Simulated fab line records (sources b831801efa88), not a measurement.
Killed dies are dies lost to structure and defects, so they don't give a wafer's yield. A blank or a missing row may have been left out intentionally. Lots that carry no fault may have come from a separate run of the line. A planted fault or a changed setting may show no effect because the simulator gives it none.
fab line records | flow sfq_line
[record] lots = 13 | wafers = 39 | last_day = 83
route steps=325 shown I6@277
lots that met no fault: from a run of the same line without faults
start_h: hours from the record's opening day to when the first of the lot's shown wafers began | wait_h: time in hours since the lot's previous step | " same as the row above | L1.1+2: a row that stands for several wafers | - value missing, or start not given | * or withheld: withheld | < > ~ a bound
route shown NAME@n: a module of which the file shows steps, and the number in the route of the first | usual: mean/standard deviation of fault-free wafers | same: alike in all rows | chamber/n: place in a boat | sites: per-site readings | _std_site: standard deviation of those values | _edge_site: the outer-site mean with the inner-site mean subtracted | radius_mm: how far each site lies from the wafer's centre | mask NAME#n: copy n | behind: tool/chamber where the wafer was last shaped | hold: the reason the lot was held/the length of the hold in hours/how it ended | device: the transistor (n, p or np) that didn't switch | end of line: the tests these same wafers got at the end of their route | step lacking rows: just its recipe | killed: at the first sort, the dies lost to defects and structure; wafer yield is something else | map: per-die view of a wafer (x killed, . not killed, _ where there is no die)
set.NAME: the setting that was run; set.NAME@STEP: the one run at that earlier step | model.NAME: the simulator's own value behind a step, which no gauge read
a sample of lots followed through the steps of the route, with each step as a table and each wafer as a row
services: the hour from which a tool's chamber was out of use, counted from the record's first day as start_h (under 0 if before that day), plus the number of hours and why
[[steps]]
[step SFQ_TRILAYER_I6_VIA_BARC_OPEN_VIA_ETCH_235]
[recipe] mask_material = PR | chemistry = O2 | target_depth_nm = 125 | target = BARC | source_w = 500 | bias_w = 80 | pressure_mtorr = 30 | time_s = 41.7
[usual] drypump_motor_current_A = 5.7/0.44 | oes_product_au = 0.685/0.0045 | run_length_s = 69.9/0.43
lot.wafer | tool        | chamber | start_h | wait_h | drypump_motor_current_A | oes_product_au | rf_hours_counter_h | run_length_s
L933.1    | rie_diel-02 | 1       | 1469.82 | 0.0    | 5.7                     | 0.682          | 8                  | 69.7
L933.4    | "           | 0       | "       | "      | 4.8                     | 0.691          | 19                 | 70.6
L933.6    | "           | 3       | "       | "      | 6.1                     | 0.689          | -                  | 69.5
L936.3    | rie_diel-02 | 2       | 1474.62 | 0.0    | 5.2                     | 0.679          | 21                 | 69.7
L936.4    | "           | 1       | "       | "      | 5.7                     | 0.690          | 8                  | 69.8
L936.5    | "           | 2       | "       | "      | 5.2                     | 0.688          | -                  | 69.8
L937.4    | rie_diel-04 | 3       | 1475.84 | 0.0    | 5.6                     | 0.689          | -                  | 69.3
L937.5    | "           | 2       | "       | "      | 6.2                     | 0.690          | -                  | 69.8
L937.6    | "           | 1       | "       | "      | 6.2                     | 0.685          | -                  | 69.7
L938.2    | rie_diel-03 | 2       | 1477.02 | 0.0    | 6.1                     | 0.684          | 16                 | 70.4
L938.3    | "           | 3       | "       | "      | 6.2                     | 0.679          | 13                 | 69.8
L938.5    | "           | 2       | "       | "      | 6.1                     | 0.683          | -                  | 70.2
L939.3    | rie_diel-02 | 1       | 1478.22 | 0.0    | 5.7                     | 0.683          | 8                  | 69.9
L939.4    | "           | 0       | "       | "      | 4.8                     | 0.688          | 19                 | 70.0
L939.6    | "           | 0       | "       | "      | 4.8                     | 0.689          | -                  | 70.0
L940.1    | rie_diel-03 | 0       | 1479.42 | 0.0    | 5.2                     | 0.683          | 3                  | 70.4
L940.3    | "           | 2       | "       | "      | 6.1                     | 0.681          | 16                 | 70.4
L940.5    | "           | 1       | "       | "      | 5.6                     | 0.682          | -                  | 69.4
L941.2    | rie_diel-03 | 0       | 1541.04 | 0.0    | 5.1                     | 0.683          | 3                  | 70.1
L941.3    | "           | 1       | "       | "      | 5.6                     | 0.680          | 15                 | 69.3
L941.6    | "           | 0       | "       | "      | 5.2                     | 0.696          | -                  | 70.1
L942.1    | rie_diel-04 | 2       | 1659.34 | 0.0    | 6.2                     | 0.684          | 20                 | 70.7
L942.3    | "           | 1       | "       | "      | 6.2                     | 0.685          | 19                 | 69.7
L942.6    | "           | 3       | "       | "      | 5.6                     | 0.680          | -                  | 69.9
L943.2    | rie_diel-03 | 3       | 1661.74 | 0.0    | 6.2                     | 0.686          | 16                 | 69.7
L943.4    | "           | 1       | "       | "      | 5.6                     | 0.683          | -                  | 69.4
L943.6    | "           | 3       | "       | "      | 6.2                     | 0.681          | -                  | 69.7
L950.2    | rie_diel-04 | 1       | 1769.91 | 0.0    | 6.2                     | 0.681          | 20                 | 70.0
L950.4    | "           | 2       | "       | "      | 6.2                     | 0.684          | 22                 | 69.8
L950.6    | "           | 3       | "       | "      | 5.6                     | 0.687          | -                  | 69.7
L953.1    | rie_diel-04 | 1       | 1793.67 | 0.0    | 6.3                     | 0.676          | 20                 | 69.9
L953.2    | "           | 0       | "       | "      | 5.4                     | 0.664          | 4                  | 72.9
L953.4    | "           | 2       | "       | "      | 6.2                     | 0.686          | 22                 | 70.2
L955.1    | rie_diel-03 | 3       | 1898.45 | 0.0    | 6.2                     | 0.685          | 20                 | 69.8
L955.3    | "           | 2       | "       | "      | 6.1                     | 0.682          | 0                  | 70.5
L955.5    | "           | 3       | "       | "      | 6.2                     | 0.683          | -                  | 70.2
L956.1    | rie_diel-04 | 2       | 1899.65 | 0.0    | 6.2                     | 0.682          | 0                  | 70.0
L956.3    | "           | 3       | "       | "      | 5.6                     | 0.689          | 8                  | 69.3
L956.4    | "           | 1       | "       | "      | 6.3                     | 0.694          | 0                  | 70.1
[[services]]
tool        | chamber | start_h | hours | kind
rie_diel-04 | 0       | 1455.02 | -     | clean
rie_diel-04 | 0       | 1455.02 | 34.9  | scheduled_down
rie_diel-03 | 0       | 1455.73 | 1.7   | repair
rie_diel-03 | 3       | 1459.27 | 11.4  | repair
rie_diel-04 | -       | 1479.28 | 0.6   | repair
rie_diel-03 | 2       | 1499.09 | 58.7  | repair
rie_diel-03 | 1       | 1505.39 | 9.7   | repair
rie_diel-04 | 2       | 1506.43 | 2.4   | repair
rie_diel-02 | 2       | 1564.69 | 6.6   | repair
rie_diel-02 | -       | 1567.97 | 0.8   | repair
rie_diel-02 | 0       | 1574.37 | 22.4  | repair
rie_diel-04 | -       | 1574.72 | 1.0   | repair
rie_diel-03 | 2       | 1652.07 | 14.9  | repair
rie_diel-02 | -       | 1661.72 | 2.8   | pm
rie_diel-03 | 1       | 1695.09 | 6.1   | repair
rie_diel-04 | 2       | 1703.57 | 8.0   | repair
rie_diel-03 | 0       | 1729.15 | 10.9  | repair
rie_diel-04 | 3       | 1738.62 | 27.3  | repair
rie_diel-03 | 1       | 1757.25 | 1.2   | repair
rie_diel-03 | 2       | 1760.52 | 6.8   | repair
rie_diel-03 | -       | 1770.18 | 1.0   | repair
rie_diel-02 | 0       | 1776.13 | 14.3  | repair
rie_diel-04 | 0       | 1833.31 | 2.8   | repair
rie_diel-03 | 2       | 1844.03 | 13.2  | repair
[[key]]
[first_sign] step = SFQ_TRILAYER_I6_VIA_BARC_OPEN_VIA_ETCH_235 | reading = run_length_s | direction = up | sigmas = 6.9 | usual = * | struck = *
[effect] step = SFQ_TRILAYER_I6_VIA_BARC_OPEN_VIA_ETCH_235 | reading = oes_product_au | direction = down | sigmas = 4.6 | usual = 0.685 | struck = 0.664
met_at SFQ_TRILAYER_I6_VIA_BARC_OPEN_VIA_ETCH_235
struck_lots L953
struck_wafers L953.2
onset_between 1769.91 1793.67
[fault] kind = process_parameter_drift | tool = rie_diel-04 | chamber = - | onset_h = 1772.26 | steps = SFQ_TRILAYER_I6_VIA_BARC_OPEN_VIA_ETCH_235 | channel = time_s | offset = * | shape = step | end_h = 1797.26 | scope = struck_wafers_only | acts_in = * | stated = *
